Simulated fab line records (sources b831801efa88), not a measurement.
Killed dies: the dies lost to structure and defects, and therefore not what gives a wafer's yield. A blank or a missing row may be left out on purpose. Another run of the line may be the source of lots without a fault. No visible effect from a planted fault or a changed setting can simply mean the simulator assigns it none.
Problem report in the 8D (eight disciplines) form, filled by code + flow sky130 + the parts of the form that need people (team, actions taken, sign-off) are left out

## 1. THE PROBLEM
CAPM_TIN_RS at SKY_CAPM_RS_MEAS_03 reads a mean of 10.25 ohm/sq on 1 wafer of 1 lot; wafers without a fault read 6.93 ohm/sq with a standard deviation of 0.075. That is +44 standard deviations from the usual mean.
The step: measures by four-point-probe.
First seen on wafer L237.2, day 41 17:01, on film metro-04. The record holds 29 wafers of 10 lots with a number at this step. The rule behind "out" and "out of limits": a value lying over 4 standard deviations away from the usual mean. Any other wafer with a number is counted as sound.

## 2. WHAT IT IS, WHAT IT ISN'T
| question                    | is                | is not                                                              |
|-----------------------------|-------------------|---------------------------------------------------------------------|
| which readings at this step | CAPM_TIN_RS       | -                                                                   |
| which lots                  | L237              | L219, L221, L223, L226, L228, L229, L230, L236, L242                |
| which wafers of those lots  | L237.2            | L237.4                                                              |
| read on which gauges        | film metro-04     | film metro-01, film metro-02                                        |
| when                        | from day 41 17:01 | up to then (25 sound wafers); but 3 sound wafers of L242 came after |

## 3. WHAT RULES OUT EACH SUSPECT
Counting: a tool at a process step up to the reading stays a suspect if it ran every lot that is out. Sound lots after the first of them don't rule it out here, since some wafers of a struck lot are sound.
- the gauge at SKY_CAPM_RS_MEAS_03 has been ruled out. All the wafers that are out were read on film metro-04, but those of them that SKY_CAPM_METAL_ETCH_13 has rows for are out there too, on other tools.
- plasma asher-04 at SKY_SD_N_STRIP_11 (strips in O2/N2): kept. It ran the lot that is out, L237 (day 33 18:26); its last sound lot up to then is L236 (day 33 12:58).
- cmp-01 at SKY_LI_CONTACT_CMP_02 (polishes PSG): kept. It ran the lot that is out, L237 (day 33 19:24); its last sound lot up to then is L236 (day 33 13:51).
- pvd sputter-02 at SKY_METAL2_SPUTTER_01 (material TiN, target thk 20 nm, time 16.7 s): kept. It ran the lot that is out, L237 (day 39 12:49); its last sound lot up to then is L236 (day 39 08:00).
- pvd sputter-03 at SKY_CAPM_SPUTTER_02 (material TiN, target thk 200 nm, time 166.7 s): kept. It ran the lot that is out, L237 (day 41 16:53); its last sound lot up to then is L230 (day 39 17:30).
- Within plasma asher-04 at SKY_SD_N_STRIP_11, the wafers that are out were processed in chamber 0 and their sound lot-mates in chamber 1.
- Within cmp-01 at SKY_LI_CONTACT_CMP_02, the wafers that are out were processed in chamber 3 and their sound lot-mates in chamber 2.
Left after counting: plasma asher-04 at SKY_SD_N_STRIP_11, cmp-01 at SKY_LI_CONTACT_CMP_02, pvd sputter-02 at SKY_METAL2_SPUTTER_01, pvd sputter-03 at SKY_CAPM_SPUTTER_02.

## 4. THE CAUSE (what the simulator had put in)
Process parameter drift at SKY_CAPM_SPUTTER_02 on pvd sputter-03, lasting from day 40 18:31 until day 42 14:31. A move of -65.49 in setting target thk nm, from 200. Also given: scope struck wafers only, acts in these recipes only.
After counting, 4 suspects remain, this tool included.

## 5. THE CHAIN OF EFFECTS, in route order
Rows list readings where the struck wafers' mean (over those with a number) sits beyond 3 standard deviations from the usual. Only readings whose record carries a usual standard deviation are examined. hours: median over the lots of the time between each lot's start at the first step of this table that gives one and its start at this step. sigmas: the change, counted in usual standard deviations.
| hours | step                   | reading            | usual       | on struck wafers | change | sigmas |
|-------|------------------------|--------------------|-------------|------------------|--------|--------|
| 0     | SKY_CAPM_RS_MEAS_03    | CAPM_TIN_RS        | 6.93 ohm/sq | 10.25            | +3.32  | +44    |
| 0     | SKY_CAPM_THK_MEAS_04   | CAPM_TIN_THK       | 199.1 nm    | 136.5            | -62.6  | -26    |
| 23    | SKY_CAPM_METAL_ETCH_13 | oes product au     | 0.939 a.u.  | 0.754            | -0.185 | -24    |
| 23    | SKY_CAPM_METAL_ETCH_13 | throttle valve pct | 21.903 %    | 22.011           | +0.108 | +12    |
Process steps it contains:
- SKY_CAPM_METAL_ETCH_13: etches TiN in Cl2/BCl3, stops on SiO2, target depth 220 nm, time 62.9 s.

## 6. HOW IT WOULD HAVE BEEN CAUGHT EARLIER
22 hours passed between the start of the fault at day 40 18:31 and the first reading out of limits at a measuring or inspecting step in this record, taken at day 41 17:01.
No tool reading at SKY_CAPM_SPUTTER_02 that has a usual standard deviation in the record was out on any struck wafer, so an alarm limit of 4 standard deviations on those readings would not have fired.
Each of the lots that are out, 1 in all, had begun SKY_CAPM_SPUTTER_02 on pvd sputter-03 no later than day 41 17:01. Had the tool been put on hold then, not one of them would have been saved.
